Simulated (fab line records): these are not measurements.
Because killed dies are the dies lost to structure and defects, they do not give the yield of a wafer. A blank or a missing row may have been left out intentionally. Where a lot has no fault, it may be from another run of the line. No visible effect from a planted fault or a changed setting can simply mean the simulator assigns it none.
Chamber matching :: flow sky130 :: SKY_LI_CONTACT_CMP_02 on cmp-01 has 4 sister chambers
The step polishes PSG. 18 wafers are shown with their chamber, then 9 later ones without.

## WAFERS WITH THEIR CHAMBER
wafer: L501.2
chamber: 1
time-to-endpoint-s (s): 35
motor-current-A (A): 11.6

wafer: L501.3
chamber: 2
time-to-endpoint-s (s): 40
motor-current-A (A): 12.4

wafer: L501.4
chamber: 0
time-to-endpoint-s (s): 36
motor-current-A (A): 13.0

wafer: L502.2
chamber: 0
time-to-endpoint-s (s): 39
motor-current-A (A): 12.6

wafer: L502.4
chamber: 2
time-to-endpoint-s (s): 42
motor-current-A (A): 13.0

wafer: L502.5
chamber: 2
time-to-endpoint-s (s): 46
motor-current-A (A): 12.4

wafer: L505.2
chamber: 2
time-to-endpoint-s (s): 37
motor-current-A (A): 12.3

wafer: L505.4
chamber: 3
time-to-endpoint-s (s): 40
motor-current-A (A): 11.5

wafer: L505.6
chamber: 2
time-to-endpoint-s (s): 39
motor-current-A (A): 12.6

wafer: L514.1
chamber: 2
time-to-endpoint-s (s): 45
motor-current-A (A): 12.6

wafer: L514.5
chamber: 1
time-to-endpoint-s (s): 29
motor-current-A (A): 12.0

wafer: L514.6
chamber: 2
time-to-endpoint-s (s): 43
motor-current-A (A): 12.2

wafer: L517.3
chamber: 0
time-to-endpoint-s (s): 36
motor-current-A (A): 12.9

wafer: L517.5
chamber: 3
time-to-endpoint-s (s): 46
motor-current-A (A): 12.4

wafer: L517.6
chamber: 2
time-to-endpoint-s (s): 41
motor-current-A (A): 12.9

wafer: L518.2
chamber: 0
time-to-endpoint-s (s): 34
motor-current-A (A): 12.2

wafer: L518.3
chamber: 3
time-to-endpoint-s (s): 42
motor-current-A (A): 11.0

wafer: L518.5
chamber: 0
time-to-endpoint-s (s): 32
motor-current-A (A): 12.7

SIGNATURES (averages over the wafers above)
reading: time-to-endpoint-s
chamber 0: 35.40
chamber 1: 32.00
chamber 2: 41.62
chamber 3: 42.67
scatter within a chamber: 3.02

reading: motor-current-A
chamber 0: 12.680
chamber 1: 11.800
chamber 2: 12.550
chamber 3: 11.633
scatter within a chamber: 0.381
Rule: a wafer lies at a distance from a chamber equal to the root of the sum of squares, over the readings, of (its reading less the chamber's mean, divided by the reading's scatter). The wafer belongs to the nearest chamber; if the next one is less than 2 further off, it can't be placed. The scatter: take each reading less its chamber's mean, square it, sum over the shown wafers, divide by the number of wafers less the number of chambers, and take the root.

## WAFERS WITH NO CHAMBER GIVEN
wafer: L520.4
time-to-endpoint-s (s): 30
motor-current-A (A): 12.1

wafer: L520.5
time-to-endpoint-s (s): 42
motor-current-A (A): 12.8

wafer: L520.6
time-to-endpoint-s (s): 33
motor-current-A (A): 11.9

wafer: L521.1
time-to-endpoint-s (s): 40
motor-current-A (A): 13.5

wafer: L521.2
time-to-endpoint-s (s): 33
motor-current-A (A): 12.6

wafer: L521.5
time-to-endpoint-s (s): 35
motor-current-A (A): 12.7

wafer: L524.1
time-to-endpoint-s (s): 36
motor-current-A (A): 12.1

wafer: L524.2
time-to-endpoint-s (s): 29
motor-current-A (A): 12.5

wafer: L524.3
time-to-endpoint-s (s): 41
motor-current-A (A): 11.9

## WHICH CHAMBER EACH WENT THROUGH
wafer: L520.4
from the rows above: can't be placed: 1 or 0
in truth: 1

wafer: L520.5
from the rows above: can't be placed: 2 or 0
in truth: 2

wafer: L520.6
from the rows above: can't be placed: 1 or 0
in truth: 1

wafer: L521.1
from the rows above: can't be placed: 2 or 0
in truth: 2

wafer: L521.2
from the rows above: can't be placed: 0 or 1
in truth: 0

wafer: L521.5
from the rows above: 0
in truth: 0

wafer: L524.1
from the rows above: can't be placed: 0 or 1 or 2 or 3
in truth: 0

wafer: L524.2
from the rows above: can't be placed: 1 or 0
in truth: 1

wafer: L524.3
from the rows above: can't be placed: 3 or 2 or 0
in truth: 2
Correct placement for 1 of the 9. Unplaceable from these rows: 8, with the true chamber sitting among the candidates in 8. Wrongly placed: 0.
